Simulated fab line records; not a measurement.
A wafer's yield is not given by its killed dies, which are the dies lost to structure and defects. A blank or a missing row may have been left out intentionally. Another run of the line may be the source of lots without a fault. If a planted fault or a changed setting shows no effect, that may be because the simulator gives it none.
fab line records -- flow sky130 -- part 2 of 2: steps 35 to 48 of 48
record lots=5, wafers=15, last-day=50
route steps=708 shown VT_ADJUST_PCH@151 SONOS_TUNNEL@154 SONOS_ONO@168 GATE_OXIDE@187
lots with no fault: from the same line, run without faults
start-h: start of the lot's first displayed wafer, in hours after the record's first day -- wait-h: hours elapsed since this lot's preceding step -- " repeats the value in the row above -- L1.1+2: one row covering several wafers at once -- - no value, or no start was given -- * or withheld: withheld -- < > ~ a bound
route shown NAME@n: names a module that has steps shown in the file, with the first one's number in the route -- usual: average and standard deviation across the fault-free wafers -- same: alike in all rows -- chamber/n: place in a boat -- sites: each site's reading -- _std_site: their standard deviation -- _edge_site: outer sites' mean less inner sites' -- radius-mm: for every site, how far away it sits from the centre of the wafer -- mask NAME#n: copy n -- behind: the tool/chamber that last shaped the wafer -- hold: the reason the lot was held/the length of the hold in hours/how it ended -- device: the n, p or np transistor that did not switch -- end of line: at the end of the route, the tests of the same wafers -- for a step that has no rows: nothing shown but its recipe -- killed: the dies lost at the first sort to structure and to defects; this is not the yield of the wafer -- map: dies across one wafer; x = killed, . = not, _ = none there
set.NAME: the setting that was run; set.NAME@STEP: the one run at that earlier step -- model.NAME: the simulator's own value behind a step, which no gauge read
lots at selected steps of the route; one table per step, one row per wafer
services: from which hour (start-h, from the record's first day; less than 0 if before it) a tool's chamber was out of use, for how many hours, and why
## steps
# step SKY_SONOS_ONO_STRIP_17
# recipe chemistry=O2/N2, power-w=1400, pressure-mtorr=1500, platen-temp-c=withheld, o2-flow-sccm=3000, n2-flow-sccm=300, overash-fraction=0.5
# usual drypump-motor-current-A=5.8/0.56, oes-product-au=0.710/0.0047, strip-time-to-endpoint-s=14.09/0.037
# same overash-fraction=0.5
lot.wafer,tool,chamber,start-h,wait-h,drypump-motor-current-A,oes-product-au,rf-hours-counter-h,strip-time-to-endpoint-s
L083.1,plasma-asher-04,1,354.25,0.0,5.2,0.703,24,14.08
L083.4,plasma-asher-04,0,354.25,0.0,5.5,0.696,-,14.05
L083.6,plasma-asher-04,1,354.25,0.0,5.2,0.710,-,14.11
L090.1,plasma-asher-01,0,422.07,0.0,6.5,0.703,59,14.15
L090.2,plasma-asher-01,1,422.07,0.0,6.6,0.718,59,14.09
L090.3,plasma-asher-01,1,422.07,0.0,6.6,0.712,-,14.11
L091.2,plasma-asher-02,0,426.05,0.0,5.3,0.712,74,14.12
L091.3,plasma-asher-02,0,426.05,0.0,5.3,0.707,-,14.14
L091.4,plasma-asher-02,1,426.05,0.0,5.7,0.715,-,14.06
L092.1,plasma-asher-04,1,428.82,0.0,5.2,0.708,31,14.08
L092.3,plasma-asher-04,0,428.82,0.0,5.6,0.710,-,14.06
L092.6,plasma-asher-04,1,428.82,0.0,5.2,0.710,-,14.05
L094.2,plasma-asher-04,1,458.40,0.0,5.2,0.712,35,14.12
L094.4,plasma-asher-04,1,458.40,0.0,5.2,0.705,-,14.11
L094.6,plasma-asher-04,0,458.40,0.0,5.5,0.709,-,14.13
# step SKY_SONOS_ONO_WET_ETCH_18
# recipe chemistry=H3PO4, target-depth-nm=15, target=Si3N4, temp-c=160, time-s=172
lot.wafer,tool,chamber,start-h,wait-h
L083.1+4+6,wet-bench-03,2,354.35,0.1
L090.1+2+3,wet-bench-03,3,422.17,0.1
L091.2+3+4,wet-bench-03,0,426.15,0.1
L092.1+3+6,wet-bench-01,3,428.92,0.1
L094.2+4+6,wet-bench-02,3,458.50,0.1
# step SKY_GATE_OXIDE_CLEAN_00
# recipe chemistry=SC1/SC2, mix=1:4:20, temp-c=70, time-s=150, dry=n2-spin
lot.wafer,tool,chamber,start-h,wait-h
L083.1+4+6,wet-bench-02,0,354.40,0.0
L090.1+2+3,wet-bench-01,1,422.23,0.0
L091.2+3+4,wet-bench-02,0,426.20,0.0
L092.1+3+6,wet-bench-02,2,428.98,0.0
L094.2+4+6,wet-bench-03,3,458.56,0.0
# step SKY_GATE_OXIDE_OXIDATION_01
# recipe temp-c=900, ambient=O2, stabilise-s=600, purge-s=300, target-thk-a=102.68, ox-time-s=1473
lot.wafer,tool,chamber,start-h,wait-h
L083.1+4+6,furnace-02,0,354.46,0.0
L090.1+2+3,furnace-02,0,422.88,0.6
L091.2+3+4,furnace-02,0,427.33,1.1
L092.1+3+6,furnace-01,0,429.53,0.5
L094.2+4+6,furnace-02,0,458.61,0.0
# step SKY_GATE_OXIDE_THK_MEAS_02
# recipe reads=SiO2_of_GATE_OXIDE_OXIDATION_01
# usual GATE_OXIDE_OXIDATION_00_THK=10.32/0.22
lot.wafer,tool,chamber,start-h,wait-h,GATE_OXIDE_OXIDATION_00_THK[nm]
L083.1,film-metro-02,-,355.87,0.0,10.24
L083.4,film-metro-02,-,355.87,0.0,10.16
L083.6,film-metro-02,-,355.87,0.0,10.18
L090.1,film-metro-03,-,424.29,0.0,9.90
L090.2,film-metro-03,-,424.29,0.0,9.88
L090.3,film-metro-03,-,424.29,0.0,9.93
L091.2,film-metro-03,-,428.75,0.0,10.52
L091.3,film-metro-03,-,428.75,0.0,10.41
L091.4,film-metro-03,-,428.75,0.0,10.32
L092.1,film-metro-04,-,430.94,0.0,10.65
L092.3,film-metro-04,-,430.94,0.0,10.61
L092.6,film-metro-04,-,430.94,0.0,10.73
L094.2,film-metro-03,-,460.03,0.0,10.12
L094.4,film-metro-03,-,460.03,0.0,10.10
L094.6,film-metro-03,-,460.03,0.0,10.11
# step SKY_GATE_OXIDE_DEHYDRATE_03
# recipe temp-c=200, time-s=60
lot.wafer,tool,chamber,start-h,wait-h
L083.1+4+6,litho-track-04,0,369.46,13.6
L090.1+2+3,litho-track-03,0,438.13,13.8
L091.2+3+4,litho-track-04,0,443.53,14.8
L092.1+3+6,litho-track-04,0,445.56,14.6
L094.2+4+6,litho-track-03,0,474.86,14.8
# step SKY_GATE_OXIDE_HMDS_04
# recipe prime-time-s=60, prime-temp-c=120
lot.wafer,tool,chamber,start-h,wait-h
L083.1+4+6,litho-track-04,0,369.61,0.1
L090.1+2+3,litho-track-03,0,438.28,0.1
L091.2+3+4,litho-track-04,0,443.68,0.1
L092.1+3+6,litho-track-04,0,445.71,0.1
L094.2+4+6,litho-track-03,0,475.01,0.1
# step SKY_GATE_OXIDE_COAT_05
# recipe resist=NOVOLAK, spin-rpm=3000, resist-thk-nm=1140
lot.wafer,tool,chamber,start-h,wait-h
L083.1+4+6,litho-track-04,0,369.76,0.1
L090.1+2+3,litho-track-03,0,438.43,0.1
L091.2+3+4,litho-track-04,0,443.83,0.1
L092.1+3+6,litho-track-04,0,445.86,0.1
L094.2+4+6,litho-track-03,0,475.16,0.1
# step SKY_GATE_OXIDE_SOFTBAKE_06
# recipe temp-c=90, time-s=60, resist=NOVOLAK
lot.wafer,tool,chamber,start-h,wait-h
L083.1+4+6,litho-track-04,0,369.91,0.1
L090.1+2+3,litho-track-03,0,438.58,0.1
L091.2+3+4,litho-track-04,0,443.98,0.1
L092.1+3+6,litho-track-04,0,446.01,0.1
L094.2+4+6,litho-track-03,0,475.31,0.1
# step SKY_GATE_OXIDE_EXPOSE_07
# recipe mask-id=LVOM, na=0.6, source-shape=conventional, sigma-outer=0.6, polarization=unpolarized, target-cd-nm=600, dose-mj=170
# usual reticle-temp-C=23.00/0.11
lot.wafer,tool,chamber,start-h,wait-h,mask,reticle-temp-C
L083.1,iline-stepper-01,0,-,-,LVOM#0,23.27
L083.4,iline-stepper-01,0,-,-,LVOM#0,23.18
L083.6,iline-stepper-01,0,-,-,LVOM#0,23.13
L090.1,iline-stepper-01,0,-,-,LVOM#0,23.02
L090.2,iline-stepper-01,0,-,-,LVOM#0,23.10
L090.3,iline-stepper-01,0,-,-,LVOM#0,23.05
L091.2,iline-stepper-01,0,-,-,LVOM#0,23.04
L091.3,iline-stepper-01,0,-,-,LVOM#0,22.83
L091.4,iline-stepper-01,0,-,-,LVOM#0,23.16
L092.1,iline-stepper-01,0,-,-,LVOM#0,22.91
L092.3,iline-stepper-01,0,-,-,LVOM#0,22.90
L092.6,iline-stepper-01,0,-,-,LVOM#0,22.93
L094.2,iline-stepper-01,0,-,-,LVOM#0,23.08
L094.4,iline-stepper-01,0,-,-,LVOM#0,23.02
L094.6,iline-stepper-01,0,-,-,LVOM#0,22.91
# step SKY_GATE_OXIDE_PEB_08
# recipe temp-c=withheld, time-s=*, resist=NOVOLAK
lot.wafer,tool,chamber,start-h,wait-h
L083.1+4+6,litho-track-01,0,-,-
L090.1+2+3,litho-track-03,0,-,-
L091.2+3+4,litho-track-01,0,-,-
L092.1+3+6,litho-track-04,0,-,-
L094.2+4+6,litho-track-04,0,-,-
# step SKY_GATE_OXIDE_DEVELOP_09
# recipe resist=NOVOLAK, developer=TMAH, develop-time-s=60, dev-temp-c=23
lot.wafer,tool,chamber,start-h,wait-h
L083.1+4+6,litho-track-01,0,384.17,0.1
L090.1+2+3,litho-track-03,0,454.43,0.1
L091.2+3+4,litho-track-01,0,459.30,0.1
L092.1+3+6,litho-track-04,0,461.11,0.1
L094.2+4+6,litho-track-04,0,490.38,0.1
# step SKY_GATE_OXIDE_OVL_MEAS_10
# usual GATE_OXIDE_OVL=-0.3/1.2
lot.wafer,tool,chamber,start-h,wait-h,GATE_OXIDE_OVL[nm]
L083.1,overlay-01,-,384.32,0.1,0.8
L083.4,overlay-01,-,384.32,0.1,1.3
L083.6,overlay-01,-,384.32,0.1,1.0
L090.1,overlay-02,-,454.58,0.1,1.5
L090.2,overlay-02,-,454.58,0.1,1.9
L090.3,overlay-02,-,454.58,0.1,0.7
L091.2,overlay-02,-,459.43,0.1,-1.6
L091.3,overlay-02,-,459.43,0.1,-1.0
L091.4,overlay-02,-,459.43,0.1,-1.3
L092.1,overlay-01,-,461.26,0.1,-1.6
L092.3,overlay-01,-,461.26,0.1,-0.9
L092.6,overlay-01,-,461.26,0.1,0.4
L094.2,overlay-02,-,490.51,0.1,0.4
L094.4,overlay-02,-,490.51,0.1,0.5
L094.6,overlay-02,-,490.51,0.1,0.2
# step SKY_GATE_OXIDE_IMPLANT_11
# recipe species=B, energy-kev=10, dose-cm2=2.6e+12, tilt-deg=withheld
lot.wafer,tool,chamber,start-h,wait-h
L083.1+4+6,implanter-03,0,384.36,0.0
L090.1+2+3,implanter-03,0,454.62,0.0
L091.2+3+4,implanter-04,0,459.48,0.0
L092.1+3+6,implanter-01,0,461.29,0.0
L094.2+4+6,implanter-01,0,490.57,0.0
## services
tool,chamber,start-h,hours,kind
rie-diel-03,2,279.40,4.6,repair
wet-bench-02,-,282.47,6.8,repair
implanter-01,-,289.80,2.5,pm
furnace-02,-,306.63,4.0,pm
implanter-03,-,321.66,4.8,pm
implanter-02,-,329.49,3.0,pm
implanter-02,-,346.94,1.5,repair
iline-stepper-02,-,356.62,2.1,pm
wet-bench-04,-,358.15,7.2,repair
implanter-02,-,371.49,2.4,repair
implanter-01,-,378.02,17.4,repair
plasma-asher-04,-,379.93,0.5,repair
implanter-02,-,382.97,4.2,pm
wet-bench-02,-,396.24,1.3,repair
implanter-02,-,397.07,1.6,repair
lpcvd-03,-,411.89,14.6,pm
iline-stepper-01,-,414.41,1.7,pm
iline-stepper-02,-,416.15,1.7,pm
lpcvd-02,-,442.24,6.0,pm
plasma-asher-04,-,460.06,6.1,repair
plasma-asher-04,-,467.45,0.9,repair
implanter-03,-,471.24,4.3,pm
furnace-02,-,473.50,3.4,pm
implanter-02,-,474.16,3.0,repair
